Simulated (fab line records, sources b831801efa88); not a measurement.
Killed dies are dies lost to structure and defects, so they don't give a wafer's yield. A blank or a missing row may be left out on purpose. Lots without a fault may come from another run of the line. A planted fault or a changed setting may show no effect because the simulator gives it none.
Which tool did it? | flow gf180mcu | 7 lots, 21 wafers sampled, at 1 step of a route of 602

WHAT THE GAUGES READ, wafer by wafer
GF_SAB_OVL_MEAS_10.
lot  | measured     | on         | SAB_OVL (nm)
L893 | day 15 01:26 | overlay-02 | -0.3 -0.6 -0.2
L898 | day 17 03:58 | overlay-02 | -1.2 -2.3 -2.4
L902 | day 19 10:12 | overlay-02 | 1.0 -0.4 -0.3
L907 | day 20 18:32 | overlay-02 | -1.8 -0.7 -1.5
L909 | day 21 11:53 | overlay-01 | 0.2 0.3 -1.6
L913 | day 22 23:31 | overlay-02 | -1.0 -0.8 -0.8
L915 | day 23 11:11 | overlay-01 | -1.3 -0.5 -0.8

WHICH TOOL RAN EACH LOT (tool, then ch and the chambers of the sampled wafers, then the start)
The record holds no process step before these readings.

THE ANSWER, worked out from the rows above alone
Rule: what is usual is taken from the lots themselves. Put in order of their means at a reading, lots are off if they are a third of the lots or fewer, leave a main group of 4 or more, and stand apart from it by a gap of 3 or more times the standard deviation of the main group's means; of several such gaps the widest counts. A main group whose means are all the same, to the digits that the tables above print for the reading, isn't used. A lot without any number at a reading at which 4 lots or more have one is off too. The other lots that the step has rows for count as sound.
No lot is off at any reading shown: from this, nothing can be told.

WHAT THE SIMULATOR HAD PUT IN
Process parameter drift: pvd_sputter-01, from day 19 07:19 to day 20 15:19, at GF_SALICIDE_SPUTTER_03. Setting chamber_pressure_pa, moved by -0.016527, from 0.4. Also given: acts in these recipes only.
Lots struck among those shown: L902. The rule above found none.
